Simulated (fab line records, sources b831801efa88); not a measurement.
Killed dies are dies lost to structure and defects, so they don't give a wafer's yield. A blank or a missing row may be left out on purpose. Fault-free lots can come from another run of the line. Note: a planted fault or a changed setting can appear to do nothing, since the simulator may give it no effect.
Which tool did it? ; flow sky130 ; 36 wafers from 12 lots sampled at 5 of the route's 708 steps

== WHAT THE GAUGES READ, wafer by wafer ==
No reading from a measuring or inspecting step in the record can be judged against a usual standard deviation.

== EACH LOT AND THE TOOL THAT RAN IT (in order: tool; ch and the chambers of the sampled wafers; start) ==
lot;SKY_METAL4_SPUTTER_03;SKY_VIA4_CMP_02;SKY_VIA4_ETCH_12;SKY_PAD_OPEN_STRIP_09;SKY_PAD_OPEN_PROBE_99
L912;pvd_sputter-03, day 40 01:26;cmp-02 ch 1,3, day 42 03:07;rie_diel-03 ch 0,1,2, day 43 02:22;wet_bench-02 ch 1, day 45 23:16;-
L913;pvd_sputter-03, day 40 05:25;cmp-02 ch 0,2,3, day 42 05:53;rie_diel-03 ch 0,1,3, day 43 04:58;wet_bench-01 ch 1, day 46 00:32;-
L914;pvd_sputter-03, day 40 18:53;cmp-01 ch 1,2,3, day 42 19:49;rie_diel-03 ch 0,2, day 43 18:04;wet_bench-03 ch 3, day 46 12:25;-
L915;pvd_sputter-02, day 41 00:27;cmp-01 ch 0,1, day 43 00:58;rie_diel-01 ch 1,2,3, day 43 23:44;wet_bench-03 ch 2, day 46 19:55;-
L916;pvd_sputter-03, day 41 11:19;cmp-01 ch 0,1,2, day 43 12:08;rie_diel-04 ch 0,2, day 44 10:52;wet_bench-03 ch 0, day 47 06:25;-
L924;pvd_sputter-01, day 43 08:57;cmp-02 ch 0,1,3, day 45 06:20;rie_diel-01 ch 0,1,2, day 46 03:50;wet_bench-03 ch 0, day 48 17:44;prober-01, day 48 19:59
L928;pvd_sputter-02, day 44 22:18;cmp-02 ch 0,1,2, day 46 17:19;rie_diel-04 ch 0,1,3, day 47 13:25;wet_bench-02 ch 3, day 49 22:40;-
L930;pvd_sputter-01, day 44 23:35;cmp-02 ch 0,2,3, day 46 20:08;rie_diel-03 ch 1,2,3, day 47 16:11;wet_bench-01 ch 0, day 49 23:51;-
L929;pvd_sputter-01, day 45 00:09;cmp-01 ch 1,2,3, day 46 21:07;rie_diel-01 ch 0,1,2, day 47 17:04;wet_bench-01 ch 2, day 50 00:19;-
L931;pvd_sputter-02, day 45 04:02;cmp-02 ch 0,1,3, day 47 00:55;rie_diel-03 ch 0,1, day 47 20:22;wet_bench-01 ch 1, day 50 02:35;-
L933;pvd_sputter-01, day 45 21:00;cmp-01 ch 1,2,3, day 47 15:13;rie_diel-03 ch 1,2,3, day 48 10:56;wet_bench-01 ch 3, day 50 15:44;-
L934;pvd_sputter-01, day 46 00:27;cmp-01 ch 1,2,3, day 47 18:57;rie_diel-04 ch 1,2,3, day 48 13:25;wet_bench-02 ch 2, day 50 18:04;-
- SKY_METAL4_SPUTTER_03: material Ti, target thk 5 nm, time 3.3 s.
- SKY_VIA4_CMP_02: polishes SiO2.
- SKY_VIA4_ETCH_12: etches SiO2 in C4F8/O2/Ar, stops on TiN, target depth 580 nm.
- SKY_PAD_OPEN_STRIP_09: strips in post etch residue remover, time 1200 s.
- SKY_PAD_OPEN_PROBE_99

== WHAT THE TOOLS THEMSELVES READ (means of the sampled wafers that have a number; where no wafer has one, the mark that the record gives instead) ==
SKY_METAL4_SPUTTER_03. Usual: throttle_valve_pct reads 30.1 % (standard deviation 0.92).
lot;tool;throttle_valve_pct (%);flag
L912;pvd_sputter-03;30.5;
L913;pvd_sputter-03;30.3;
L914;pvd_sputter-03;30.4;
L915;pvd_sputter-02;29.4;
L916;pvd_sputter-03;31.0;
L924;pvd_sputter-01;29.1;
L928;pvd_sputter-02;30.3;
L930;pvd_sputter-01;29.6;
L929;pvd_sputter-01;29.3;
L931;pvd_sputter-02;30.6;
L933;pvd_sputter-01;29.7;
L934;pvd_sputter-01;29.7;

SKY_VIA4_CMP_02. Usual: motor_current_A reads 12.1 A (standard deviation 1.4).
lot;tool;motor_current_A (A);flag
L912;cmp-02;12.4;
L913;cmp-02;12.2;
L914;cmp-01;12.2;
L915;cmp-01;11.4;
L916;cmp-01;11.2;
L924;cmp-02;12.7;
L928;cmp-02;12.2;
L930;cmp-02;11.9;
L929;cmp-01;12.2;
L931;cmp-02;13.1;
L933;cmp-01;12.0;
L934;cmp-01;12.3;

SKY_VIA4_ETCH_12. Usual: bias_w 1200 W, standard deviation 3.9; oes_product_au 0.925 a.u., standard deviation 0.0045.
lot;tool;bias_w (W);oes_product_au (a.u.);flag
L912;rie_diel-03;1199;0.927;
L913;rie_diel-03;1202;0.932;
L914;rie_diel-03;1204;0.929;
L915;rie_diel-01;1203;0.927;
L916;rie_diel-04;1200;0.925;
L924;rie_diel-01;1199;0.926;
L928;rie_diel-04;1200;0.921;
L930;rie_diel-03;1202;0.926;
L929;rie_diel-01;1196;0.927;
L931;rie_diel-03;1203;0.922;
L933;rie_diel-03;1197;0.928;
L934;rie_diel-04;1197;0.923;

SKY_PAD_OPEN_STRIP_09. Usual: bath_heat_duty_pct 14.1 %, standard deviation 1.5; run_length_s 1229 s, standard deviation 4.2.
lot;tool;bath_heat_duty_pct (%);run_length_s (s);flag
L912;wet_bench-02;16.3;1233;
L913;wet_bench-01;13.7;1233;
L914;wet_bench-03;13.7;1233;
L915;wet_bench-03;16.3;1235;
L916;wet_bench-03;11.2;1235;
L924;wet_bench-03;11.9;1060;OFF
L928;wet_bench-02;13.4;1225;
L930;wet_bench-01;12.6;1227;
L929;wet_bench-01;15.9;1224;
L931;wet_bench-01;13.6;1225;
L933;wet_bench-01;13.4;1226;
L934;wet_bench-02;14.8;1228;

SKY_PAD_OPEN_PROBE_99. Usual: defect_limited_yield 82.0 %, standard deviation 2.1; killed_at_M0_to_M3 45, standard deviation 7; killed_at_M4_up 3.4, standard deviation 1.8; killed_at_contacts 24, standard deviation 5.4; killed_at_front_end 16, standard deviation 4.8; killed_at_other 0.4, standard deviation 0.62; killed_dies 89, standard deviation 10; killed_open 48, standard deviation 7.2; killed_short 40, standard deviation 6.3; sort_bin_3_pad_short 0.9 %, standard deviation 0.39; sort_bin_5_function 10.7 %, standard deviation 1.5; sort_bin_6_memory 6.4 %, standard deviation 1.1; sort_n_pass 403, standard deviation 10; sort_yield_pct 82.0 %, standard deviation 2.1.
lot;tool;defect_limited_yield (%);killed_at_M0_to_M3;killed_at_M4_up;killed_at_contacts;killed_at_front_end;killed_at_other;killed_dies;killed_open;killed_short;sort_bin_3_pad_short (%);sort_bin_5_function (%);sort_bin_6_memory (%);sort_n_pass;sort_yield_pct (%);flag
L924;prober-01;84.1;41;3.3;20;13;0.0;78;41;37;0.5;9.2;6.1;414;84.1;

== THE ANSWER, worked out from the rows above alone ==
Rule: lot off if the mean of its wafers having a number is beyond 3 standard deviations from the usual mean. Also off: a lot with no number at a reading for which 4 or more lots have one. The other lots that the step has rows for count as sound. The gauges are gone through in route order, then the tools' own readings, and for those a lot's mean is taken as printed above. At the first step where some lot is off, the reading lying furthest off is the one used; lots without a number count as furthest.
Off at SKY_PAD_OPEN_STRIP_09 (run_length_s): L924.
If a tool, at that step or one of the process steps before it, ran each lot that is off and ran no sound lot following the first of them, it fits. One fits: SKY_PAD_OPEN_STRIP_09 on wet_bench-03. Its last sound lot is L916 (day 47 06:25), its first lot that is off L924 (day 48 17:44): a fault that began between those two fits.
The tool's own readings at SKY_PAD_OPEN_STRIP_09 bear it out: on the lots that are off they differ by more than 5 times the standard deviation of the sound lots' means. run_length_s reads 1060 s there against 1229 s on the sound lots.

== WHAT WAS PUT IN BY THE SIMULATOR ==
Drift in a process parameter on wet_bench-03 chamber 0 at SKY_PAD_OPEN_STRIP_09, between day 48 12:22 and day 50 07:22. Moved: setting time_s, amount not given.
Lots struck among those shown: L924. Same finding as the rule above.
